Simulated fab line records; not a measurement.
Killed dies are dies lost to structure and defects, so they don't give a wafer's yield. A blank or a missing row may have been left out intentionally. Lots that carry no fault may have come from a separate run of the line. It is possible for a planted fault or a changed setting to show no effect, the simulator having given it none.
fab line records + flow sky130
[record]
- lots = 6
- wafers = 18
- lastDay = 50
route steps=708 shown METAL4@622 PAD_OPEN@708
lots untouched by any fault: they come from a run of this same line in which no faults occurred
startH: the number of hours between the record's first day and the start of the first shown wafer of the lot + waitH: hours from the lot's prior step to this one + " as in the row above + L1.1+2: a row that stands for several wafers + - no value, or no start was given + * or withheld: withheld + < > ~ a bound
route shown NAME@n: a module of which the file shows steps, and the number in the route of the first + usual: average and standard deviation across the fault-free wafers + same: alike in all rows + chamber/n: place in a boat + sites: the reading at each site + _std_site: the values' standard deviation + _edge_site: the outer-site mean with the inner-site mean subtracted + radiusMm: for every site, how far away it sits from the centre of the wafer + mask NAME#n: copy n + behind: the most recent tool/chamber to have shaped the wafer + hold: the reason the lot was held/the length of the hold in hours/how it ended + device: names the non-switching transistor (n, p or np) + end of line: at the end of the route, the tests of the same wafers + a step given without rows: its recipe and nothing more + killed: dies that structure and defects cost at the first sort, which is not the same as the wafer's yield + map: shows each die of a wafer: x if killed, . if not, _ if none is there
set.NAME: the run value of the setting; set.NAME@STEP: its run value at that earlier step + model.NAME: the simulator's own value behind a step, which no gauge read
a table for each step, a row for each wafer; lots at some steps of the route
services: from which hour (startH, from the record's first day; less than 0 if before it) a tool's chamber was out of use, for how many hours, and why
[[steps]]
[step SKY_METAL4_HMDS_06]
[recipe]
- primeTimeS = 60
- primeTempC = 120
[step SKY_METAL4_COAT_07]
[recipe]
- resist = BARC
- tempC = withheld
- timeS = withheld
- spinRpm = 3000
- resistThkNm = 60
[step SKY_METAL4_COAT_08]
[recipe]
- resist = KrF-thick
- spinRpm = 3000
- resistThkNm = 1140
[step SKY_METAL4_SOFTBAKE_09]
[recipe]
- tempC = 100
- timeS = 90
- resist = KrF-thick
[step SKY_METAL4_EXPOSE_10]
[recipe]
- maskId = MM4
- na = 0.68
- sourceShape = annular
- sigmaInner = 0.4
- sigmaOuter = 0.8
- targetCdNm = 300
- doseMj = 28
[step SKY_METAL4_PEB_11]
[recipe]
- pebTempC = withheld
- pebTimeS = withheld
- resist = KrF-thick
[step SKY_METAL4_DEVELOP_12]
[recipe]
- developTimeS = 60
- resist = KrF-thick
- devTempC = 21
[step SKY_METAL4_CD_MEAS_13]
[recipe]
- targetCdNm = 300
[usual]
- cdNm = 300.1/1.5
| lot.wafer | tool     | chamber | startH  | waitH | cdNm  |
|-----------|----------|---------|---------|-------|-------|
| L627.1    | cdSem-01 | -       | 995.54  | -     | 298.5 |
| L627.2    | "        | -       | "       | "     | 298.5 |
| L627.3    | "        | -       | "       | "     | 300.0 |
| L629.3    | cdSem-02 | -       | 1015.97 | -     | 298.1 |
| L629.4    | "        | -       | "       | "     | 299.4 |
| L629.5    | "        | -       | "       | "     | 298.8 |
| L630.1    | cdSem-02 | -       | 1028.82 | -     | 298.4 |
| L630.2    | "        | -       | "       | "     | 299.5 |
| L630.6    | "        | -       | "       | "     | 298.4 |
| L643.2    | cdSem-02 | -       | 1098.96 | -     | 299.3 |
| L643.3    | "        | -       | "       | "     | 299.4 |
| L643.6    | "        | -       | "       | "     | 299.4 |
| L644.4    | cdSem-02 | -       | 1105.15 | -     | 298.8 |
| L644.5    | "        | -       | "       | "     | 299.7 |
| L644.6    | "        | -       | "       | "     | 299.3 |
| L646.2    | cdSem-01 | -       | 1115.85 | -     | 303.1 |
| L646.3    | "        | -       | "       | "     | 301.3 |
| L646.4    | "        | -       | "       | "     | 301.4 |
[step SKY_METAL4_OVL_MEAS_14]
[usual]
- METAL4_OVL = -4/4.2
| lot.wafer | tool       | chamber | startH  | waitH | METAL4_OVL[nm] |
|-----------|------------|---------|---------|-------|----------------|
| L627.1    | overlay-02 | -       | 995.66  | 0.1   | -7             |
| L627.2    | "          | -       | "       | "     | -8             |
| L627.3    | "          | -       | "       | "     | -3             |
| L629.3    | overlay-02 | -       | 1016.06 | 0.1   | -2             |
| L629.4    | "          | -       | "       | "     | -4             |
| L629.5    | "          | -       | "       | "     | -2             |
| L630.1    | overlay-02 | -       | 1028.94 | 0.1   | -3             |
| L630.2    | "          | -       | "       | "     | -2             |
| L630.6    | "          | -       | "       | "     | -1             |
| L643.2    | overlay-01 | -       | 1099.06 | 0.1   | -3             |
| L643.3    | "          | -       | "       | "     | -7             |
| L643.6    | "          | -       | "       | "     | -7             |
| L644.4    | overlay-02 | -       | 1105.22 | 0.1   | -5             |
| L644.5    | "          | -       | "       | "     | -6             |
| L644.6    | "          | -       | "       | "     | 2              |
| L646.2    | overlay-01 | -       | 1115.95 | 0.1   | 3              |
| L646.3    | "          | -       | "       | "     | -1             |
| L646.4    | "          | -       | "       | "     | -7             |
[step SKY_METAL4_DESCUM_15]
[recipe]
- chemistry = O2
- sourcePowerW = 150
- biasPowerW = 0
- pressureMtorr = 10
- tempC = 40
- timeS = 8
[usual]
- drypumpMotorCurrentA = 5.8/0.38
- oesProductAu = 1.005/0.012
| lot.wafer | tool        | chamber | startH  | waitH | drypumpMotorCurrentA | oesProductAu | rfHoursCounterH |
|-----------|-------------|---------|---------|-------|----------------------|--------------|-----------------|
| L627.1    | rieMetal-04 | 0       | 995.69  | 0.0   | 6.2                  | 1.014        | 9               |
| L627.2    | "           | 1       | "       | "     | 6.0                  | 1.005        | 14              |
| L627.3    | "           | 1       | "       | "     | 5.9                  | 1.003        | -               |
| L629.3    | rieMetal-03 | 1       | 1016.10 | 0.0   | 5.6                  | 1.011        | -               |
| L629.4    | "           | 0       | "       | "     | 5.5                  | 1.008        | -               |
| L629.5    | "           | 0       | "       | "     | 5.5                  | 1.007        | -               |
| L630.1    | rieMetal-04 | 0       | 1028.98 | 0.0   | 6.2                  | 1.030        | 11              |
| L630.2    | "           | 1       | "       | "     | 6.0                  | 1.011        | 16              |
| L630.6    | "           | 1       | "       | "     | 6.0                  | 1.017        | -               |
| L643.2    | rieMetal-03 | 0       | 1099.09 | 0.0   | 5.5                  | 1.019        | 16              |
| L643.3    | "           | 0       | "       | "     | 5.5                  | 1.020        | -               |
| L643.6    | "           | 1       | "       | "     | 5.6                  | 1.006        | -               |
| L644.4    | rieMetal-04 | 0       | 1105.25 | 0.0   | 6.2                  | 1.023        | -               |
| L644.5    | "           | 1       | "       | "     | 6.0                  | 1.007        | -               |
| L644.6    | "           | 0       | "       | "     | 6.2                  | 1.021        | -               |
| L646.2    | rieMetal-03 | 1       | 1115.98 | 0.0   | 5.6                  | 0.998        | 25              |
| L646.3    | "           | 1       | "       | "     | 5.6                  | 0.996        | -               |
| L646.4    | "           | 0       | "       | "     | 5.5                  | 1.010        | -               |
[step SKY_METAL4_ETCH_16]
[recipe]
- chemistry = N2/H2
- target = BARC
- ionEnergyEv = 200
- biasW = 100
- pressureMtorr = 30
- n2FlowSccm = 100
- h2FlowSccm = 200
- icpW = 500
- stopOn = SiO2
- timeS = 88.2
- targetDepthA = 600
[usual]
- biasW = 99.97/0.29
- drypumpMotorCurrentA = 5.8/0.38
- oesProductAu = 0.625/0.0043
- throttleValvePct = 13.206/0.0089
| lot.wafer | tool        | chamber | startH  | waitH | biasW  | drypumpMotorCurrentA | oesProductAu | rfHoursCounterH | throttleValvePct |
|-----------|-------------|---------|---------|-------|--------|----------------------|--------------|-----------------|------------------|
| L627.1    | rieMetal-04 | 0       | 995.72  | 0.0   | 99.73  | 6.2                  | 0.620        | 9               | 13.221           |
| L627.2    | "           | 1       | "       | "     | 100.21 | 6.0                  | 0.617        | 14              | 13.213           |
| L627.3    | "           | 1       | "       | "     | 100.04 | 6.0                  | 0.630        | -               | 13.222           |
| L629.3    | rieMetal-03 | 1       | 1016.15 | 0.0   | 99.86  | 5.6                  | 0.620        | -               | 13.188           |
| L629.4    | "           | 0       | "       | "     | 100.02 | 5.5                  | 0.632        | -               | 13.203           |
| L629.5    | "           | 0       | "       | "     | 99.69  | 5.5                  | 0.626        | -               | 13.198           |
| L630.1    | rieMetal-04 | 0       | 1029.01 | 0.0   | 99.76  | 6.2                  | 0.628        | 11              | 13.194           |
| L630.2    | "           | 1       | "       | "     | 99.48  | 6.0                  | 0.617        | 16              | 13.226           |
| L630.6    | "           | 1       | "       | "     | 99.56  | 6.0                  | 0.620        | -               | 13.220           |
| L643.2    | rieMetal-03 | 0       | 1099.12 | 0.0   | 100.16 | 5.5                  | 0.620        | 16              | 13.196           |
| L643.3    | "           | 0       | "       | "     | 99.68  | 5.5                  | 0.630        | -               | 13.204           |
| L643.6    | "           | 1       | "       | "     | 99.45  | 5.6                  | 0.627        | -               | 13.214           |
| L644.4    | rieMetal-04 | 0       | 1105.31 | 0.0   | 100.17 | 6.2                  | 0.627        | -               | 13.203           |
| L644.5    | "           | 1       | "       | "     | 99.42  | 6.0                  | 0.634        | -               | 13.219           |
| L644.6    | "           | 0       | "       | "     | 100.14 | 6.2                  | 0.619        | -               | 13.208           |
| L646.2    | rieMetal-03 | 1       | 1116.01 | 0.0   | 99.96  | 5.6                  | 0.620        | 25              | 13.220           |
| L646.3    | "           | 1       | "       | "     | 100.02 | 5.6                  | 0.619        | -               | 13.207           |
| L646.4    | "           | 0       | "       | "     | 100.26 | 5.5                  | 0.617        | -               | 13.204           |
[step SKY_METAL4_ETCH_17]
[recipe]
- target = SiO2
- stopOn = TiN
- chemistry = C4F8/O2/Ar
- sourceW = 1500
- biasW = 1200
- pressureMtorr = 40
- c4f8FlowSccm = withheld
- O2_flow_sccm = 6
- Ar_flow_sccm = 300
- timeS = 3.9
- targetDepthA = 150
[usual]
- biasW = 1201/4.1
- oesProductAu = 0.752/0.0078
| lot.wafer | tool       | chamber | startH  | waitH | biasW | oesProductAu | rfHoursCounterH |
|-----------|------------|---------|---------|-------|-------|--------------|-----------------|
| L627.1    | rieDiel-03 | 2       | 995.82  | 0.1   | 1203  | 0.751        | 5               |
| L627.2    | "          | 3       | "       | "     | 1196  | 0.748        | 8               |
| L627.3    | "          | 0       | "       | "     | 1202  | 0.751        | 17              |
| L629.3    | rieDiel-01 | 0       | 1016.22 | 0.0   | 1200  | 0.745        | 20              |
| L629.4    | "          | 3       | "       | "     | 1199  | 0.755        | -               |
| L629.5    | "          | 2       | "       | "     | 1197  | 0.759        | -               |
| L630.1    | rieDiel-02 | 2       | 1029.11 | 0.1   | 1202  | 0.739        | 9               |
| L630.2    | "          | 0       | "       | "     | 1195  | 0.742        | 6               |
| L630.6    | "          | 0       | "       | "     | 1200  | 0.752        | -               |
| L643.2    | rieDiel-02 | 1       | 1099.22 | 0.1   | 1199  | 0.758        | 15              |
| L643.3    | "          | 3       | "       | "     | 1200  | 0.744        | 9               |
| L643.6    | "          | 3       | "       | "     | 1200  | 0.752        | -               |
| L644.4    | rieDiel-01 | 0       | 1105.37 | 0.0   | 1203  | 0.757        | 23              |
| L644.5    | "          | 3       | "       | "     | 1205  | 0.765        | -               |
| L644.6    | "          | 0       | "       | "     | 1202  | 0.754        | -               |
| L646.2    | rieDiel-02 | 2       | 1116.11 | 0.1   | 1196  | 0.760        | 11              |
| L646.3    | "          | 1       | "       | "     | 1200  | 0.761        | 16              |
| L646.4    | "          | 0       | "       | "     | 1199  | 0.764        | 9               |
[step SKY_METAL4_METAL_ETCH_18]
[recipe]
- targetDepthA = 8450
- stopOn = SiO2
- overEtchFrac = 0.3
- timeS = 183.1
- chemistry = Cl2/BCl3
- resistSidewallDeg = 88
- pressureMtorr = 10
- icpW = 900
- biasW = 48.5
- Cl2_flow_sccm = 60
- bcl3FlowSccm = 30
[usual]
- biasW = 48.53/0.15
- drypumpMotorCurrentA = 5.8/0.46
- oesProductAu = 0.863/0.0057
- throttleValvePct = 22.264/0.0086
[same]
- overEtchFrac = 0.3
| lot.wafer | tool        | chamber | startH  | waitH | biasW | drypumpMotorCurrentA | oesProductAu | rfHoursCounterH | throttleValvePct | model.KrF-thick_of_METAL4_COAT_08.thkNm |
|-----------|-------------|---------|---------|-------|-------|----------------------|--------------|-----------------|------------------|-----------------------------------------|
| L627.1    | rieMetal-01 | 0       | 995.84  | 0.0   | 45.24 | 6.3                  | 0.859        | 12              | 22.274           | 546.1                                   |
| L627.2    | "           | 1       | "       | "     | 45.24 | 5.0                  | 0.866        | 9               | 22.251           | 553                                     |
| L627.3    | "           | 1       | "       | "     | 45.03 | 5.0                  | 0.870        | -               | 22.270           | 557.8                                   |
| L629.3    | rieMetal-01 | 1       | 1016.30 | 0.1   | 45.26 | 5.0                  | 0.854        | -               | 22.258           | 552.8                                   |
| L629.4    | "           | 0       | "       | "     | 45.25 | 6.3                  | 0.871        | -               | 22.268           | 544.5                                   |
| L629.5    | "           | 0       | "       | "     | 45.34 | 6.3                  | 0.863        | -               | 22.268           | 548.1                                   |
| L630.1    | rieMetal-03 | 1       | 1029.13 | 0.0   | 48.38 | 5.6                  | 0.861        | 18              | 22.263           | 531.7                                   |
| L630.2    | "           | 0       | "       | "     | 48.76 | 5.5                  | 0.857        | 11              | 22.260           | 524.7                                   |
| L630.6    | "           | 0       | "       | "     | 48.75 | 5.5                  | 0.859        | -               | 22.274           | 526.4                                   |
| L643.2    | rieMetal-04 | 1       | 1099.24 | 0.0   | 48.50 | 6.0                  | 0.868        | 22              | 22.280           | 526.4                                   |
| L643.3    | "           | 1       | "       | "     | 48.34 | 6.0                  | 0.857        | -               | 22.270           | 520.5                                   |
| L643.6    | "           | 0       | "       | "     | 48.55 | 6.2                  | 0.865        | -               | 22.270           | 509.5                                   |
| L644.4    | rieMetal-03 | 1       | 1105.45 | 0.1   | 48.49 | 5.6                  | 0.869        | -               | 22.275           | 529.9                                   |
| L644.5    | "           | 0       | "       | "     | 48.59 | 5.5                  | 0.876        | -               | 22.269           | 520.7                                   |
| L644.6    | "           | 1       | "       | "     | 48.40 | 5.6                  | 0.868        | -               | 22.250           | 530.2                                   |
| L646.2    | rieMetal-01 | 1       | 1116.13 | 0.0   | 48.74 | 5.0                  | 0.872        | 16              | 22.252           | 538.9                                   |
| L646.3    | "           | 0       | "       | "     | 48.43 | 6.3                  | 0.873        | -               | 22.245           | 533.3                                   |
| L646.4    | "           | 1       | "       | "     | 48.64 | 5.0                  | 0.858        | -               | 22.254           | 535.9                                   |
[step SKY_METAL4_STRIP_19]
[recipe]
- chemistry = O2/N2
- powerW = 1400
- pressureMtorr = 1500
- platenTempC = withheld
- o2FlowSccm = 3000
- n2FlowSccm = 300
- overashFraction = 0.5
[usual]
- drypumpMotorCurrentA = 5.6/0.5
- oesProductAu = 0.501/0.006
- stripTimeToEndpointS = 6.50/0.1
| lot.wafer | tool           | chamber | startH  | waitH | drypumpMotorCurrentA | oesProductAu | rfHoursCounterH | stripTimeToEndpointS |
|-----------|----------------|---------|---------|-------|----------------------|--------------|-----------------|----------------------|
| L627.1    | plasmaAsher-01 | 0       | 996.02  | 0.1   | 5.2                  | 0.511        | 53              | 6.74                 |
| L627.2    | "              | 1       | "       | "     | 5.5                  | 0.508        | 53              | 6.80                 |
| L627.3    | "              | 1       | "       | "     | 5.5                  | 0.517        | -               | 6.83                 |
| L629.3    | plasmaAsher-02 | 1       | 1016.45 | 0.1   | 5.8                  | 0.518        | -               | 6.77                 |
| L629.4    | "              | 0       | "       | "     | 6.3                  | 0.509        | -               | 6.71                 |
| L629.5    | "              | 1       | "       | "     | 5.9                  | 0.511        | -               | 6.75                 |
| L630.1    | plasmaAsher-02 | 0       | 1029.31 | 0.1   | 6.3                  | 0.501        | 87              | 6.58                 |
| L630.2    | "              | 1       | "       | "     | 5.9                  | 0.507        | 87              | 6.52                 |
| L630.6    | "              | 0       | "       | "     | 6.3                  | 0.504        | -               | 6.53                 |
| L643.2    | plasmaAsher-01 | 1       | 1099.42 | 0.1   | 5.5                  | 0.500        | 64              | 6.52                 |
| L643.3    | "              | 1       | "       | "     | 5.5                  | 0.495        | -               | 6.47                 |
| L643.6    | "              | 1       | "       | "     | 5.5                  | 0.489        | -               | 6.36                 |
| L644.4    | plasmaAsher-02 | 0       | 1105.60 | 0.1   | 6.3                  | 0.494        | -               | 6.56                 |
| L644.5    | "              | 0       | "       | "     | 6.3                  | 0.507        | -               | 6.46                 |
| L644.6    | "              | 1       | "       | "     | 5.9                  | 0.505        | -               | 6.57                 |
| L646.2    | plasmaAsher-01 | 1       | 1116.31 | 0.1   | 5.5                  | 0.501        | 66              | 6.64                 |
| L646.3    | "              | 1       | "       | "     | 5.5                  | 0.508        | -               | 6.60                 |
| L646.4    | "              | 0       | "       | "     | 5.2                  | 0.504        | -               | 6.63                 |
[step SKY_PAD_OPEN_PROBE_99]
[usual]
- defectLimitedYield = 82.2/1.8
- killed_at_M0_to_M3 = 43/6.6
- killed_at_M4_up = 3.2/1.9
- killedAtContacts = 25/5.3
- killedAtFrontEnd = 16/4.5
- killedAtOther = 0.3/0.63
- killedDies = 87/8.9
- killedOpen = 48/7.9
- killedShort = 39/5.3
- sort_bin_3_pad_short = 0.8/0.38
- sort_bin_5_function = 10.5/1.5
- sort_bin_6_memory = 6.4/1.2
- sortNPass = 405/8.9
- sortYieldPct = 82.2/1.8
[same]
- grossDies = 492
- killedAtBackSide = 0
- sort_bin_4_leakage[%] = 0
- sort_bin_8_speed[%] = 0
| lot.wafer | tool      | chamber | startH  | waitH | defectLimitedYield[%] | killed_at_M0_to_M3 | killed_at_M4_up | killedAtContacts | killedAtFrontEnd | killedAtOther | killedDies | killedOpen | killedShort | sort_bin_3_pad_short[%] | sort_bin_5_function[%] | sort_bin_6_memory[%] | sortNPass | sortYieldPct[%] |
|-----------|-----------|---------|---------|-------|-----------------------|--------------------|-----------------|------------------|------------------|---------------|------------|------------|-------------|-------------------------|------------------------|----------------------|-----------|-----------------|
| L629.3    | prober-02 | -       | 1107.49 | 0.2   | 81.7                  | 48                 | 3               | 28               | 11               | 0             | 90         | 56         | 34          | 0.6                     | 12.0                   | 5.7                  | 402       | 81.7            |
| L629.4    | prober-02 | -       | 1107.54 | 0.2   | 79.3                  | 58                 | 4               | 30               | 10               | 0             | 102        | 60         | 42          | 1.2                     | 10.4                   | 9.1                  | 390       | 79.3            |
| L629.5    | prober-02 | -       | 1107.59 | 0.2   | 82.7                  | 52                 | 1               | 20               | 12               | 0             | 85         | 49         | 36          | 0.8                     | 9.6                    | 6.9                  | 407       | 82.7            |
// killed by level:class
L629.3 CONTACT:geometricParticle:open=13 VIA1:geometricParticle:open=12 VIA3:geometricParticle:open=10 LI_CONTACT:geometricParticle:open=9 METAL2:geometricParticle:short=6 VIA2:geometricParticle:open=5 VIA1:geometricParticle:short=5 FIELD_ISO:geometricParticle:short=3
L629.4 VIA1:geometricParticle:open=13 VIA2:geometricParticle:open=10 VIA3:geometricParticle:open=10 LI_CONTACT:geometricParticle:open=9 CONTACT:geometricParticle:open=9 VIA2:geometricParticle:short=7 METAL1:geometricParticle:short=6 VIA1:geometricParticle:short=5
L629.5 VIA1:geometricParticle:open=15 VIA2:geometricParticle:open=7 LI_CONTACT:geometricParticle:open=6 VIA3:geometricParticle:open=6 LI_CONTACT:geometricParticle:short=5 CONTACT:geometricParticle:open=5 VIA1:geometricParticle:short=5 POLY_GATE:geometricParticle:short=4
[[services]]
| tool           | chamber | startH  | hours | kind   |
|----------------|---------|---------|-------|--------|
| rieDiel-02     | 0       | 1003.12 | 4.2   | repair |
| rieDiel-01     | 1       | 1006.71 | 16.7  | repair |
| rieDiel-02     | 1       | 1026.52 | 6.1   | repair |
| rieDiel-01     | -       | 1030.96 | 0.5   | repair |
| rieDiel-03     | -       | 1040.27 | 28.1  | pm     |
| rieDiel-03     | -       | 1071.06 | 0.5   | repair |
| rieMetal-01    | -       | 1081.80 | 28.1  | pm     |
| rieDiel-03     | -       | 1093.69 | 0.2   | repair |
| rieDiel-03     | -       | 1094.72 | 0.2   | repair |
| plasmaAsher-02 | -       | 1107.97 | 2.1   | repair |
| plasmaAsher-02 | -       | 1113.89 | 4.0   | repair |
[[key]]
[firstSign]
- step = SKY_METAL4_METAL_ETCH_18
- reading = biasW
- direction = down
- sigmas = 22
- usual = 48.53
- struck = 45.23
effect none on later readings
[modelEffect]
- step = SKY_METAL4_METAL_ETCH_18
- value = KrF-thick_of_METAL4_COAT_08.thkNm
- without = 533.8
- struck = 550.4
metAt SKY_METAL4_METAL_ETCH_18
struckWafers L627.1,L627.2,L627.3,L629.3,L629.4,L629.5
[fault]
- kind = processParameterDrift
- tool = rieMetal-01
- chamber = -
- onsetH = 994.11
- steps = SKY_METAL4_METAL_ETCH_18
- channel = biasW
- offset = -3.4404
- shape = step
- endH = 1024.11
- actsIn = theseRecipesOnly
- stated = 48.5
